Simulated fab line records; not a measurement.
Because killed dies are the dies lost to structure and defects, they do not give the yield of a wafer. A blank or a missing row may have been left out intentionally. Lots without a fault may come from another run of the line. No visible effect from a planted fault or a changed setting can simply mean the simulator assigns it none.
Chamber matching || flow gf180mcu || 4 sister chambers for GF_V4_CMP_04 on cmp-01
The step polishes SiO2. 16 wafers are shown with their chamber, then 8 later ones without.

== EACH WAFER AND ITS CHAMBER ==
{"wafer": "L922.3", "chamber": 0, "motor-current-A (A)": 10.7, "platen-rpm (rpm)": 60.02, "time-to-endpoint-s (s)": 83}
{"wafer": "L922.4", "chamber": 3, "motor-current-A (A)": 12.1, "platen-rpm (rpm)": 60.06, "time-to-endpoint-s (s)": 88}
{"wafer": "L922.6", "chamber": 1, "motor-current-A (A)": 12.6, "platen-rpm (rpm)": 59.94, "time-to-endpoint-s (s)": 81}
{"wafer": "L923.2", "chamber": 2, "motor-current-A (A)": 10.6, "platen-rpm (rpm)": 60.00, "time-to-endpoint-s (s)": 86}
{"wafer": "L923.4", "chamber": 1, "motor-current-A (A)": 12.3, "platen-rpm (rpm)": 59.99, "time-to-endpoint-s (s)": 75}
{"wafer": "L923.6", "chamber": 0, "motor-current-A (A)": 10.0, "platen-rpm (rpm)": 59.99, "time-to-endpoint-s (s)": 79}
{"wafer": "L927.1", "chamber": 2, "motor-current-A (A)": 10.3, "platen-rpm (rpm)": 59.94, "time-to-endpoint-s (s)": 78}
{"wafer": "L927.2", "chamber": 0, "motor-current-A (A)": 11.0, "platen-rpm (rpm)": 59.96, "time-to-endpoint-s (s)": 82}
{"wafer": "L927.3", "chamber": 1, "motor-current-A (A)": 13.4, "platen-rpm (rpm)": 60.04, "time-to-endpoint-s (s)": 75}
{"wafer": "L928.1", "chamber": 2, "motor-current-A (A)": 10.5, "platen-rpm (rpm)": 59.94, "time-to-endpoint-s (s)": 73}
{"wafer": "L928.3", "chamber": 3, "motor-current-A (A)": 11.8, "platen-rpm (rpm)": 60.01, "time-to-endpoint-s (s)": 79}
{"wafer": "L928.5", "chamber": 2, "motor-current-A (A)": 10.4, "platen-rpm (rpm)": 59.99, "time-to-endpoint-s (s)": 82}
{"wafer": "L929.1", "chamber": 0, "motor-current-A (A)": 10.2, "platen-rpm (rpm)": 59.96, "time-to-endpoint-s (s)": 76}
{"wafer": "L929.2", "chamber": 1, "motor-current-A (A)": 13.0, "platen-rpm (rpm)": 60.00, "time-to-endpoint-s (s)": 77}
{"wafer": "L929.6", "chamber": 1, "motor-current-A (A)": 13.3, "platen-rpm (rpm)": 59.95, "time-to-endpoint-s (s)": 73}
{"wafer": "L937.3", "chamber": 3, "motor-current-A (A)": 11.9, "platen-rpm (rpm)": 60.02, "time-to-endpoint-s (s)": 76}

SIGNATURES (means of the wafers above)
{"reading": "motor-current-A", "chamber 0": 10.475, "chamber 1": 12.920, "chamber 2": 10.450, "chamber 3": 11.933, "scatter within a chamber": 0.364}
{"reading": "platen-rpm", "chamber 0": 59.9825, "chamber 1": 59.9840, "chamber 2": 59.9675, "chamber 3": 60.0300, "scatter within a chamber": 0.0335}
{"reading": "time-to-endpoint-s", "chamber 0": 80.00, "chamber 1": 76.20, "chamber 2": 79.75, "chamber 3": 81.00, "scatter within a chamber": 4.45}
Rule: a wafer lies at a distance from a chamber equal to the root of the sum of squares, over the readings, of (its reading less the chamber's mean, divided by the reading's scatter). The wafer belongs to the nearest chamber; if the next one is less than 2 further off, it can't be placed. The scatter is the square root of a quotient: the sum, over the shown wafers, of each reading's squared deviation from its chamber's mean, divided by wafers minus chambers.

== WAFERS WHOSE CHAMBER IS MISSING ==
{"wafer": "L937.5", "motor-current-A (A)": 12.0, "platen-rpm (rpm)": 59.99, "time-to-endpoint-s (s)": 76}
{"wafer": "L937.6", "motor-current-A (A)": 10.7, "platen-rpm (rpm)": 59.98, "time-to-endpoint-s (s)": 94}
{"wafer": "L938.3", "motor-current-A (A)": 13.0, "platen-rpm (rpm)": 59.99, "time-to-endpoint-s (s)": 76}
{"wafer": "L938.4", "motor-current-A (A)": 10.6, "platen-rpm (rpm)": 60.05, "time-to-endpoint-s (s)": 81}
{"wafer": "L938.6", "motor-current-A (A)": 10.5, "platen-rpm (rpm)": 60.00, "time-to-endpoint-s (s)": 91}
{"wafer": "L943.2", "motor-current-A (A)": 13.0, "platen-rpm (rpm)": 59.99, "time-to-endpoint-s (s)": 73}
{"wafer": "L943.3", "motor-current-A (A)": 10.9, "platen-rpm (rpm)": 59.97, "time-to-endpoint-s (s)": 83}
{"wafer": "L943.6", "motor-current-A (A)": 12.4, "platen-rpm (rpm)": 59.94, "time-to-endpoint-s (s)": 79}

== EACH ONE'S CHAMBER ==
{"wafer": "L937.5", "from the rows above": "can't be placed: 3 or 1", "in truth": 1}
{"wafer": "L937.6", "from the rows above": "can't be placed: 0 or 2 or 3", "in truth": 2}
{"wafer": "L938.3", "from the rows above": 1, "in truth": 1}
{"wafer": "L938.4", "from the rows above": "can't be placed: 0 or 2 or 3", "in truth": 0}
{"wafer": "L938.6", "from the rows above": "can't be placed: 0 or 2", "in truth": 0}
{"wafer": "L943.2", "from the rows above": 1, "in truth": 1}
{"wafer": "L943.3", "from the rows above": "can't be placed: 0 or 2 or 3", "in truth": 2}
{"wafer": "L943.6", "from the rows above": "can't be placed: 1 or 3", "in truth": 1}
2 of 8 placed correctly. From these rows, 6 cannot be placed; in 6 the true chamber is one of the candidates. Placed wrongly: 0.
